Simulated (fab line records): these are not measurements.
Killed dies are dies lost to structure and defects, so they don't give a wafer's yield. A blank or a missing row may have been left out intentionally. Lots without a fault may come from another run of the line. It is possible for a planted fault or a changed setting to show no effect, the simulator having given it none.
2 desks, one fault :: flow gf180mcu :: every desk sees just its own numbers, and what lay behind them comes last

== THE TOOL OWNER'S DESK: litho_track-04 ==
Per lot that ran on this tool, the mean of the sampled wafers carrying a number, from the tool's own readings at GF_V2_SOFTBAKE_10 (time 60 s). The brackets show how far a lot's mean lies from the usual mean; more than 4 standard deviations puts the lot out of limits, marked OUT.
Columns: A = run_length_s at GF_V2_SOFTBAKE_10, usual 89.17 s
lot: L598
first seen here: day 20 13:00
A: 89.28

lot: L608
first seen here: day 24 10:00
A: 89.28

lot: L609
first seen here: day 24 14:00
A: 100.54 (+76) OUT

lot: L610
first seen here: day 24 21:00
A: 100.43 (+75) OUT
Finding of this desk: L609, L610 out of limits; the first was L609 at day 24 14:00, on run_length_s at GF_V2_SOFTBAKE_10. L598, L608 stayed within limits.

== METROLOGY DESK ==
What the gauges read for every lot (on any tool): the sampled wafers with a number, averaged. The brackets show how far a lot's mean lies from the usual mean; more than 4 standard deviations puts the lot out of limits, marked OUT.
Columns: A = V2_CVD_00_THK at GF_V2_THK_MEAS_01, usual 601 nm; B = V2_CVD_02_THK at GF_V2_THK_MEAS_03, usual 850 nm; C = V2_BOW at GF_V2_BOW_MEAS_05, usual 100 um; D = cd_nm at GF_V2_CD_MEAS_14, usual 259.7 nm; E = V2_OVL at GF_V2_OVL_MEAS_15, usual -1 nm
lot: L598
first seen here: day 20 00:44
A: 605
B: 874
C: 104
D: 260.0
E: -1

lot: L608
first seen here: day 23 22:47
A: 607
B: 860
C: 95
D: 259.7
E: -2

lot: L609
first seen here: day 24 02:46
A: 594
B: 854
C: 97
D: 261.0
E: -3

lot: L610
first seen here: day 24 10:04
A: 600
B: 858
C: 100
D: 261.5
E: -5

lot: L614
first seen here: day 25 14:04
A: 604
B: 848
C: 99
D: 259.9
E: 0

lot: L619
first seen here: day 27 02:51
A: 600
B: 857
C: 92
D: 260.7
E: -4
Finding of this desk: none of the 6 lots has anything out of limits.

== BROUGHT TOGETHER ==
At day 24 14:00, on L609, L610, the tool owner's desk was in a position to raise an alarm.
Nothing out of limits was seen by the metrology desk.
The metrology desk holds a record of L609, L610, inside its limits.
Every lot named ran GF_V2_SOFTBAKE_10 on litho_track-04.

== WHAT THE SIMULATOR HAD PUT IN ==
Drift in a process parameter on litho_track-04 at GF_V2_SOFTBAKE_10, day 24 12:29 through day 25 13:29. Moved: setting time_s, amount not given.
Struck lots among those shown: L609, L610.
How many hours passed from the start of the fault until each desk's first out-of-limits reading: the tool owner's desk, 2.
